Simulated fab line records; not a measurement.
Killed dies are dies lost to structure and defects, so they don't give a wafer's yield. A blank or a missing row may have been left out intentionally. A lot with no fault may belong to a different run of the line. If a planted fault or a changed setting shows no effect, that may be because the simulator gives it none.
fab line records + flow gf180mcu
record
- lots=6
- wafers=18
- lastDay=33
route steps=602 shown MIM@524 M5@526
lots with no fault: from the same line, run without faults
startH: hours from the record's first day to the start of the lot's first wafer shown + waitH: how many hours have passed since the lot's step before this one + " same as the row above + L1.1+2: several wafers, shown together as one row + - value missing, or start not given + * or withheld: withheld + < > ~ a bound
route shown NAME@n: names a module that has steps shown in the file, with the first one's number in the route + usual: mean and standard deviation over wafers with no fault + same: alike in all rows + chamber/n: place in a boat + sites: per-site readings + _std_site: their standard deviation + _edge_site: the outer-site mean with the inner-site mean subtracted + radiusMm: for every site, how far away it sits from the centre of the wafer + mask NAME#n: copy n + behind: the tool/chamber that last shaped the wafer + hold: why the lot was held/for how many hours/how that ended + device: the n, p or np transistor that did not switch + end of line: tests of these same wafers at the route's end + a step with no rows: only its recipe + killed: count of dies lost to structure and defects at first sort (not the wafer's yield) + map: a wafer's dies, marking killed ones x, the rest . and places with no die _
set.NAME: the setting the step ran with; set.NAME@STEP: the setting that earlier step ran with + model.NAME: the simulator's own value behind a step, which no gauge read
lots at some steps of the route; a table a step, a row a wafer
services: the hour from which a tool's chamber was out of use, counted from the record's first day as startH (under 0 if before that day), plus the number of hours and why
## steps
# step GF_MIM_STRIP_21
# recipe
- chemistry=postEtchResidueRemover
- timeS=1200
- tempC=72.5
# step GF_MIM_CLEAN_22
# recipe
- chemistry=DIW
- dry=n2Spin
# step GF_M5_DEHYDRATE_00
# recipe
- tempC=200
- timeS=60
# step GF_M5_HMDS_01
# recipe
- primeTimeS=60
- primeTempC=120
# step GF_M5_COAT_02
# recipe
- resist=KrF
- spinRpm=withheld
- resistThkNm=1000
# step GF_M5_SOFTBAKE_03
# recipe
- tempC=130
- timeS=60
- resist=KrF
# step GF_M5_EXPOSE_04
# recipe
- maskId=Metal5
- targetCdNm=280
- na=0.68
- sourceShape=conventional
- sigmaOuter=0.6
- doseMj=28
# step GF_M5_PEB_05
# recipe
- pebTempC=135
- pebTimeS=90
- resist=KrF
# step GF_M5_DEVELOP_06
# recipe
- developTimeS=60
- devTempC=21
# step GF_M5_CD_MEAS_07
# recipe
- targetCdNm=280
# usual
- cdNm=279.8/1.3
| lot.wafer | tool     | chamber | startH | waitH | cdNm  |
|-----------|----------|---------|--------|-------|-------|
| L423.1    | cdSem-01 | -       | 614.06 | 0.1   | 278.4 |
| L423.3    | "        | -       | "      | "     | 279.1 |
| L423.5    | "        | -       | "      | "     | 278.2 |
| L427.2    | cdSem-02 | -       | 645.83 | 0.1   | 279.9 |
| L427.3    | "        | -       | "      | "     | 279.2 |
| L427.4    | "        | -       | "      | "     | 280.0 |
| L436.1    | cdSem-01 | -       | 710.86 | 0.1   | 281.1 |
| L436.3    | "        | -       | "      | "     | 279.0 |
| L436.5    | "        | -       | "      | "     | 278.5 |
| L437.2    | cdSem-02 | -       | 715.20 | 0.1   | 280.4 |
| L437.3    | "        | -       | "      | "     | 279.7 |
| L437.6    | "        | -       | "      | "     | 279.9 |
| L438.3    | cdSem-02 | -       | 719.86 | 0.1   | 281.6 |
| L438.4    | "        | -       | "      | "     | 280.9 |
| L438.5    | "        | -       | "      | "     | 281.4 |
| L442.1    | cdSem-02 | -       | 741.91 | 0.1   | 278.7 |
| L442.3    | "        | -       | "      | "     | 278.1 |
| L442.6    | "        | -       | "      | "     | 278.2 |
# step GF_M5_OVL_MEAS_08
# usual
- M5_OVL=1/5.3
| lot.wafer | tool       | chamber | startH | waitH | M5_OVL[nm] |
|-----------|------------|---------|--------|-------|------------|
| L423.1    | overlay-01 | -       | 614.18 | 0.1   | 17         |
| L423.3    | "          | -       | "      | "     | 18         |
| L423.5    | "          | -       | "      | "     | 6          |
| L427.2    | overlay-01 | -       | 645.94 | 0.1   | -3         |
| L427.3    | "          | -       | "      | "     | 0          |
| L427.4    | "          | -       | "      | "     | 3          |
| L436.1    | overlay-02 | -       | 710.98 | 0.1   | 1          |
| L436.3    | "          | -       | "      | "     | -4         |
| L436.5    | "          | -       | "      | "     | -1         |
| L437.2    | overlay-01 | -       | 715.31 | 0.1   | 1          |
| L437.3    | "          | -       | "      | "     | 8          |
| L437.6    | "          | -       | "      | "     | 4          |
| L438.3    | overlay-01 | -       | 719.96 | 0.1   | -5         |
| L438.4    | "          | -       | "      | "     | -8         |
| L438.5    | "          | -       | "      | "     | -7         |
| L442.1    | overlay-01 | -       | 742.03 | 0.1   | 3          |
| L442.3    | "          | -       | "      | "     | 6          |
| L442.6    | "          | -       | "      | "     | -2         |
# step GF_M5_ETCH_09
# recipe
- chemistry=CF4/O2
- target=Si3N4
- targetDepthNm=52
- sourceW=800
- biasW=150
- pressureMtorr=150
- cf4FlowSccm=80
- O2_flow_sccm=10
- timeS=11.6
# usual
- O2_flow_sccm=9.999/0.03
- biasW=150.0/0.45
- drypumpMotorCurrentA=5.5/0.48
- oesProductAu=0.997/0.01
- rfFwdPowerW=785/4.5
- throttleValvePct=5.969/0.0092
# same
- timeS=11.6
| lot.wafer | tool       | chamber | startH | waitH | O2_flow_sccm | biasW | drypumpMotorCurrentA | oesProductAu | rfFwdPowerW | rfHoursCounterH | throttleValvePct |
|-----------|------------|---------|--------|-------|--------------|-------|----------------------|--------------|-------------|-----------------|------------------|
| L423.1    | rieDiel-01 | 2       | 614.22 | 0.0   | 9.982        | 149.6 | 6.1                  | 0.977        | 790         | 2               | 5.965            |
| L423.3    | "          | 0       | "      | "     | 9.951        | 149.8 | 5.2                  | 0.997        | 790         | 13              | 5.970            |
| L423.5    | "          | 0       | "      | "     | 9.960        | 150.2 | 5.2                  | 0.993        | 787         | -               | 5.972            |
| L427.2    | rieDiel-02 | 3       | 645.97 | 0.0   | 9.968        | 149.3 | 5.5                  | 0.989        | 785         | 21              | 5.966            |
| L427.3    | "          | 0       | "      | "     | 9.951        | 150.9 | 5.6                  | 0.993        | 791         | 18              | 5.992            |
| L427.4    | "          | 1       | "      | "     | 10.038       | 149.9 | 5.0                  | 1.005        | 780         | 2               | 5.973            |
| L436.1    | rieDiel-04 | 2       | 711.02 | 0.0   | 9.955        | 150.3 | 5.7                  | 0.999        | 781         | 15              | 5.969            |
| L436.3    | "          | 0       | "      | "     | 9.981        | 149.7 | 6.3                  | 0.998        | 784         | 50              | 5.968            |
| L436.5    | "          | 0       | "      | "     | 10.016       | 149.4 | 6.3                  | 1.007        | 785         | -               | 5.969            |
| L437.2    | rieDiel-02 | 1       | 715.34 | 0.0   | 10.015       | 149.4 | 5.0                  | 1.013        | 785         | 5               | 5.980            |
| L437.3    | "          | 2       | "      | "     | 10.001       | 149.9 | 5.8                  | 0.990        | 785         | 8               | 5.971            |
| L437.6    | "          | 2       | "      | "     | 9.981        | 150.3 | 5.8                  | 1.003        | 780         | -               | 5.964            |
| L438.3    | rieDiel-04 | 0       | 719.98 | 0.0   | 10.024       | 150.6 | 6.3                  | 1.006        | 782         | 50              | 5.984            |
| L438.4    | "          | 3       | "      | "     | 10.006       | 150.3 | 5.1                  | 0.981        | 776         | 9               | 5.961            |
| L438.5    | "          | 3       | "      | "     | 10.042       | 151.1 | 5.1                  | 0.991        | 781         | -               | 5.977            |
| L442.1    | rieDiel-02 | 3       | 742.07 | 0.0   | 9.997        | 149.2 | 5.5                  | 1.006        | 784         | 25              | 5.972            |
| L442.3    | "          | 1       | "      | "     | 10.024       | 149.8 | 5.0                  | 1.012        | 780         | 6               | 5.971            |
| L442.6    | "          | 1       | "      | "     | 9.974        | 149.4 | 5.0                  | 1.005        | 778         | -               | 5.947            |
# step GF_M5_METAL_ETCH_10
# recipe
- chemistry=Cl2/BCl3
- maskMaterial=KrF
- targetDepthNm=627.5
- stopOn=SiO2
- pressureMtorr=8
- icpW=800
- biasW=140
- Cl2_flow_sccm=80
- bcl3FlowSccm=40
- timeS=104.6
# usual
- bcl3FlowSccm=39.99/0.11
- biasW=140.0/0.4
- drypumpMotorCurrentA=6.0/0.57
- oesProductAu=0.974/0.0068
- rfFwdPowerW=796.4/2.2
- throttleValvePct=28.249/0.01
- timeS=104.6/0
| lot.wafer | tool        | chamber | startH | waitH | bcl3FlowSccm | biasW | drypumpMotorCurrentA | oesProductAu | rfFwdPowerW | rfHoursCounterH | throttleValvePct | timeS | model.KrF_of_M5_COAT_02.thkNm |
|-----------|-------------|---------|--------|-------|--------------|-------|----------------------|--------------|-------------|-----------------|------------------|-------|-------------------------------|
| L423.1    | rieMetal-02 | 0       | 614.24 | 0.0   | 39.94        | 140.2 | 5.2                  | 0.982        | 796.5       | 10              | 28.255           | 104.6 | 700.7                         |
| L423.3    | "           | 0       | "      | "     | 40.02        | 139.9 | 5.2                  | 0.973        | 795.9       | -               | 28.239           | 104.6 | 702.6                         |
| L423.5    | "           | 0       | "      | "     | 40.01        | 140.2 | 5.2                  | 0.980        | 795.6       | -               | 28.258           | 104.6 | 703                           |
| L427.2    | rieMetal-01 | 0       | 645.99 | 0.0   | 39.93        | 139.9 | 6.7                  | 0.966        | 797.2       | 1               | 28.255           | 104.6 | 702.4                         |
| L427.3    | "           | 0       | "      | "     | 40.04        | 140.0 | 6.6                  | 0.971        | 798.5       | -               | 28.257           | 104.6 | 699.9                         |
| L427.4    | "           | 1       | "      | "     | 40.10        | 140.3 | 6.3                  | 0.970        | 796.2       | -               | 28.246           | 104.6 | 692.3                         |
| L436.1    | rieMetal-02 | 0       | 711.04 | 0.0   | -            | -     | -                    | -            | -           | -               | -                | -     | 950.9                         |
| L436.3    | "           | 0       | "      | "     | -            | -     | -                    | -            | -           | -               | -                | -     | 950.5                         |
| L436.5    | "           | 0       | "      | "     | -            | -     | -                    | -            | -           | -               | -                | -     | 953.8                         |
| L437.2    | rieMetal-02 | 1       | 715.36 | 0.0   | -            | -     | -                    | -            | -           | -               | -                | -     | 949.9                         |
| L437.3    | "           | 1       | "      | "     | -            | -     | -                    | -            | -           | -               | -                | -     | 950.6                         |
| L437.6    | "           | 1       | "      | "     | -            | -     | -                    | -            | -           | -               | -                | -     | 951.3                         |
| L438.3    | rieMetal-01 | 0       | 720.04 | 0.0   | 39.83        | 140.1 | 6.6                  | 0.982        | 798.2       | -               | 28.257           | 104.6 | 706.8                         |
| L438.4    | "           | 1       | "      | "     | 40.06        | 139.4 | 6.3                  | 0.981        | 794.9       | -               | 28.252           | 104.6 | 696.1                         |
| L438.5    | "           | 0       | "      | "     | 39.97        | 140.1 | 6.7                  | 0.979        | 798.9       | -               | 28.249           | 104.6 | 707.6                         |
| L442.1    | rieMetal-02 | 0       | 742.09 | 0.0   | 39.89        | 140.3 | 5.2                  | 0.976        | 796.4       | 3               | 28.264           | 104.6 | 700.5                         |
| L442.3    | "           | 1       | "      | "     | 40.17        | 139.5 | 6.1                  | 0.978        | 796.7       | -               | 28.244           | 104.6 | 700.2                         |
| L442.6    | "           | 0       | "      | "     | 39.94        | 139.8 | 5.2                  | 0.969        | 793.2       | -               | 28.256           | 104.6 | 704.2                         |
# step GF_M5_STRIP_11
# recipe
- chemistry=O2/N2
- powerW=1400
- pressureMtorr=1500
- platenTempC=250
- o2FlowSccm=3000
- n2FlowSccm=300
- overashFraction=0.5
# usual
- drypumpMotorCurrentA=5.7/0.38
- heaterPowerW=321/20
- oesProductAu=0.544/0.005
- platenTempC=250.00/0.17
- stripTimeToEndpointS=7.54/0.052
| lot.wafer | tool           | chamber | startH | waitH | drypumpMotorCurrentA | heaterPowerW | oesProductAu | platenTempC | rfHoursCounterH | stripTimeToEndpointS |
|-----------|----------------|---------|--------|-------|----------------------|--------------|--------------|-------------|-----------------|----------------------|
| L423.1    | plasmaAsher-03 | 1       | 614.35 | 0.1   | 6.1                  | 311          | 0.545        | 250.00      | 52              | 7.52                 |
| L423.3    | "              | 0       | "      | "     | 5.7                  | 316          | 0.543        | 249.70      | -               | 7.56                 |
| L423.5    | "              | 1       | "      | "     | 6.1                  | 303          | 0.548        | 250.16      | -               | 7.55                 |
| L427.2    | plasmaAsher-04 | 0       | 646.10 | 0.1   | 6.3                  | 349          | 0.546        | 249.79      | 90              | 7.53                 |
| L427.3    | "              | 1       | "      | "     | 5.9                  | 342          | 0.537        | 250.13      | -               | 7.53                 |
| L427.4    | "              | 0       | "      | "     | 6.3                  | 349          | 0.531        | 249.67      | -               | 7.47                 |
| L436.1    | plasmaAsher-03 | 1       | 711.27 | 0.2   | 6.0                  | 302          | 0.646        | 250.13      | 63              | 9.96                 |
| L436.3    | "              | 1       | "      | "     | 6.0                  | 307          | 0.647        | 249.67      | -               | 9.96                 |
| L436.5    | "              | 0       | "      | "     | 5.7                  | 310          | 0.648        | 249.94      | -               | 9.99                 |
| L437.2    | plasmaAsher-04 | 1       | 715.47 | 0.1   | 5.9                  | 326          | 0.634        | 250.07      | 97              | 9.95                 |
| L437.3    | "              | 1       | "      | "     | 5.9                  | 329          | 0.644        | 249.87      | -               | 9.97                 |
| L437.6    | "              | 0       | "      | "     | 6.3                  | 347          | 0.653        | 250.13      | -               | 9.96                 |
| L438.3    | plasmaAsher-04 | 0       | 720.15 | 0.1   | 6.3                  | 354          | 0.543        | 249.73      | -               | 7.58                 |
| L438.4    | "              | 1       | "      | "     | 5.9                  | 340          | 0.542        | 249.71      | -               | 7.50                 |
| L438.5    | "              | 0       | "      | "     | 6.3                  | 363          | 0.542        | 250.09      | -               | 7.59                 |
| L442.1    | plasmaAsher-01 | 0       | 742.24 | 0.1   | 5.6                  | 304          | 0.541        | 250.14      | 35              | 7.55                 |
| L442.3    | "              | 0       | "      | "     | 5.6                  | 318          | 0.549        | 250.37      | -               | 7.54                 |
| L442.6    | "              | 1       | "      | "     | 5.0                  | 356          | 0.545        | 250.03      | -               | 7.58                 |
# step GF_M5_STRIP_12
# recipe
- chemistry=postEtchResidueRemover
- timeS=1200
- tempC=72.5
## services
| tool           | chamber | startH | hours | kind          |
|----------------|---------|--------|-------|---------------|
| rieMetal-01    | 0       | 594.89 | -     | clean         |
| rieMetal-01    | 0       | 594.89 | 15.9  | scheduledDown |
| rieMetal-01    | 0       | 594.89 | 15.9  | ventCycle     |
| rieDiel-04     | 0       | 603.08 | 8.2   | repair        |
| plasmaAsher-04 | -       | 614.19 | 14.6  | pm            |
| rieMetal-02    | -       | 637.84 | 1.1   | repair        |
| rieDiel-01     | 3       | 640.11 | -     | clean         |
| rieDiel-01     | 3       | 640.11 | 25.5  | scheduledDown |
| rieDiel-01     | 3       | 640.11 | 25.5  | ventCycle     |
| rieMetal-02    | 0       | 660.00 | -     | clean         |
| rieMetal-02    | 0       | 660.00 | 23.7  | scheduledDown |
| rieMetal-02    | 0       | 660.00 | 23.7  | ventCycle     |
| plasmaAsher-01 | -       | 666.75 | 0.5   | repair        |
| rieDiel-01     | -       | 684.50 | 2.8   | pm            |
| rieMetal-02    | 1       | 698.15 | 14.9  | repair        |
| rieDiel-01     | 2       | 726.69 | 4.1   | repair        |
| rieMetal-01    | 1       | 736.40 | -     | clean         |
| rieMetal-01    | 1       | 736.40 | 16.7  | scheduledDown |
| rieMetal-01    | 1       | 736.40 | 16.7  | ventCycle     |
## key
firstSign
- step=GF_M5_METAL_ETCH_10
- reading=toolRecord
- direction=missing
effect
- step=GF_M5_STRIP_11
- reading=stripTimeToEndpointS
- direction=up
- sigmas=47
- usual=*
- struck=*
modelEffect
- step=GF_M5_METAL_ETCH_10
- value=KrF_of_M5_COAT_02.thkNm
- without=702.3
- struck=951.1
metAt GF_M5_METAL_ETCH_10
struckWafers L436.1,L436.3,L436.5,L437.2,L437.3,L437.6
laterRowsLeftOut L436.1,L436.3,L436.5,L437.2,L437.3,L437.6
sortLeftOut L436.1,L436.3,L436.5,L437.2,L437.3,L437.6
onsetBetween 614.24 711.04
fault
- kind=skippedStepWhole
- tool=rieMetal-02
- chamber=-
- onsetH=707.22
- steps=GF_M5_METAL_ETCH_10
- scope=struckLotsOnly
# sortLeftOut: the simulated sort isn't trusted on such a fault, so these wafers' sort isn't shown, and their yield isn't known
# laterRowsLeftOut: the simulator's readings of these wafers behind a module that went badly wrong aren't trusted and aren't shown, but for the sort
